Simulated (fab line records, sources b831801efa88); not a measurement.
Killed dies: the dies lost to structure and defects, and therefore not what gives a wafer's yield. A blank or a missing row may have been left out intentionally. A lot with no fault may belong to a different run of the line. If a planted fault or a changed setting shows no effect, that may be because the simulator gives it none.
Which tool was responsible? | flow gf180mcu | 12 lots with 36 wafers sampled at 4 steps, on a route of 602 steps

WHAT THE GAUGES READ, wafer by wafer
GF_STI_CD_MEAS_12 targets a cd of 220 nm.
lot  | measured    | on        | cd_nm (nm)
L771 | day 2 02:07 | cd_sem-02 | 218.4 218.3 218.8
L772 | day 2 07:26 | cd_sem-02 | 218.2 218.8 218.9
L775 | day 2 21:59 | cd_sem-01 | 222.0 222.4 222.1
L776 | day 3 02:16 | cd_sem-02 | 217.5 218.1 216.6
L777 | day 3 07:53 | cd_sem-01 | 219.8 221.1 220.4
L778 | day 3 13:35 | cd_sem-02 | 220.7 220.9 221.8
L782 | day 4 10:43 | cd_sem-02 | 218.4 217.3 218.9
L785 | day 5 01:14 | cd_sem-02 | 217.7 219.0 218.2
L789 | day 5 21:53 | cd_sem-01 | 236.8 236.0 236.5
L792 | day 6 13:31 | cd_sem-02 | 219.1 219.1 220.6
L793 | day 6 19:13 | cd_sem-01 | 218.7 218.1 218.9
L794 | day 7 01:11 | cd_sem-02 | 219.3 219.0 219.0

GF_V1_RS_MEAS_24: measures by four-point-probe.
lot  | measured     | on            | V1_W_RS (ohm/sq)
L771 | day 18 03:26 | film_metro-01 | 0.3319 0.3278 0.3311
L772 | day 18 11:10 | film_metro-03 | 0.3270 0.3270 0.3289
L775 | day 19 14:01 | film_metro-03 | 0.3284 0.3301 0.3263
L776 | day 20 04:40 | film_metro-01 | 0.3267 0.3291 0.3262
L777 | day 20 14:25 | film_metro-03 | 0.3284 0.3250 0.3277
L778 | day 20 18:58 | film_metro-02 | 0.3279 0.3247 0.3284
L782 | day 22 11:49 | film_metro-01 | 0.3278 0.3248 0.3251
L785 | day 23 10:20 | film_metro-02 | 0.3292 0.3275 0.3290
L789 | day 24 18:50 | film_metro-02 | 0.3236 0.3282 0.3252
L792 | day 25 12:55 | film_metro-01 | 0.3271 0.3271 0.3282
L793 | day 25 20:05 | film_metro-03 | 0.3268 0.3278 0.3317
L794 | day 26 08:57 | film_metro-02 | 0.3347 0.3310 0.3332

WHICH TOOL RAN EACH LOT (tool, then ch and the chambers of the sampled wafers, then the start)
lot  | GF_STI_EXPOSE_09                 | GF_HV_LDD_STRIP_49
L771 | krf_scanner-02 ch 0, day 1 20:17 | plasma_asher-04 ch 1, day 12 09:08
L772 | krf_scanner-01 ch 0, day 2 01:19 | plasma_asher-04 ch 0,1, day 12 16:31
L775 | krf_scanner-01 ch 0, day 2 16:00 | plasma_asher-03 ch 0,1, day 13 13:23
L776 | krf_scanner-02 ch 0, day 2 21:11 | plasma_asher-02 ch 0,1, day 14 01:57
L777 | krf_scanner-02 ch 0, day 3 01:53 | plasma_asher-04 ch 0,1, day 14 09:27
L778 | krf_scanner-02 ch 0, day 3 07:17 | plasma_asher-02 ch 0, day 14 14:23
L782 | krf_scanner-01 ch 0, day 4 04:13 | plasma_asher-04 ch 0,1, day 16 03:53
L785 | krf_scanner-01 ch 0, day 4 18:37 | plasma_asher-02 ch 0,1, day 16 23:43
L789 | krf_scanner-01 ch 0, day 5 15:31 | plasma_asher-03 ch 0,1, day 18 07:52
L792 | krf_scanner-01 ch 0, day 6 06:31 | plasma_asher-04 ch 0,1, day 19 08:37
L793 | krf_scanner-01 ch 0, day 6 11:52 | plasma_asher-03 ch 0,1, day 19 16:23
L794 | krf_scanner-01 ch 0, day 6 17:38 | plasma_asher-02 ch 0, day 20 04:34
- GF_STI_EXPOSE_09: exposes mask COMP, target cd 220 nm.
- GF_HV_LDD_STRIP_49: strips in O2/N2.

WHAT THE TOOLS THEMSELVES READ (means of the sampled wafers that have a number; where no wafer has one, the mark that the record gives instead)
GF_STI_EXPOSE_09.
lot  | tool           | stage_vel_mm_s (mm/s)
L771 | krf_scanner-02 | 500.05
L772 | krf_scanner-01 | 500.23
L775 | krf_scanner-01 | 500.29
L776 | krf_scanner-02 | 499.56
L777 | krf_scanner-02 | 500.19
L778 | krf_scanner-02 | 500.20
L782 | krf_scanner-01 | 499.84
L785 | krf_scanner-01 | 499.58
L789 | krf_scanner-01 | 500.16
L792 | krf_scanner-01 | 500.12
L793 | krf_scanner-01 | 500.27
L794 | krf_scanner-01 | 500.27

GF_HV_LDD_STRIP_49.
lot  | tool            | drypump_motor_current_A (A) | heater_power_w (W) | o2_flow_sccm (sccm) | oes_product_au (a.u.) | platen_temp_c (C) | strip_time_to_endpoint_s (s)
L771 | plasma_asher-04 | 6.6                         | 325                | 2999                | 0.718                 | 250.05            | 12.64
L772 | plasma_asher-04 | 6.6                         | 323                | 3009                | 0.718                 | 249.95            | 12.65
L775 | plasma_asher-03 | 5.7                         | 309                | 2985                | 0.719                 | 249.91            | 12.65
L776 | plasma_asher-02 | 5.9                         | 299                | 3002                | 0.718                 | 249.98            | 12.62
L777 | plasma_asher-04 | 6.6                         | 316                | 2989                | 0.717                 | 249.96            | 12.57
L778 | plasma_asher-02 | 5.8                         | 343                | 2988                | 0.717                 | 250.02            | 12.63
L782 | plasma_asher-04 | 6.6                         | 319                | 2995                | 0.715                 | 250.12            | 12.60
L785 | plasma_asher-02 | 5.9                         | 297                | 3009                | 0.719                 | 250.21            | 12.61
L789 | plasma_asher-03 | 5.6                         | 289                | 3004                | 0.716                 | 249.97            | 12.65
L792 | plasma_asher-04 | 6.6                         | 323                | 3017                | 0.714                 | 250.06            | 12.61
L793 | plasma_asher-03 | 5.7                         | 308                | 2998                | 0.717                 | 249.91            | 12.61
L794 | plasma_asher-02 | 5.8                         | 343                | 2991                | 0.716                 | 249.97            | 12.67

THE ANSWER, worked out from the rows above alone
Rule: usual is defined by the lots themselves. Put in order of their means at a reading, lots are off if they are a third of the lots or fewer, leave a main group of 4 or more, and stand apart from it by a gap of 3 or more times the standard deviation of the main group's means; of several such gaps the widest counts. A main group whose means are all the same, to the digits that the tables above print for the reading, isn't used. A lot without any number at a reading at which 4 lots or more have one is off too. All remaining lots with rows at the step are treated as sound. Order of review: gauges by route order, followed by the tools' own readings, for which a lot's mean as printed above is used. At the first step where some lot is off, the reading lying furthest off is the one used; lots without a number count as furthest.
Off: L789 (GF_STI_CD_MEAS_12, cd_nm). Main group: mean 219.3 nm, sd 1.4.
A tool fits if, at a process step before that reading, it ran every lot that is off, and no sound lot after the first of them. Those tools and the gauges at GF_STI_CD_MEAS_12 are tried in the same way. No candidate that was tried fits.

WHAT WAS PUT IN BY THE SIMULATOR
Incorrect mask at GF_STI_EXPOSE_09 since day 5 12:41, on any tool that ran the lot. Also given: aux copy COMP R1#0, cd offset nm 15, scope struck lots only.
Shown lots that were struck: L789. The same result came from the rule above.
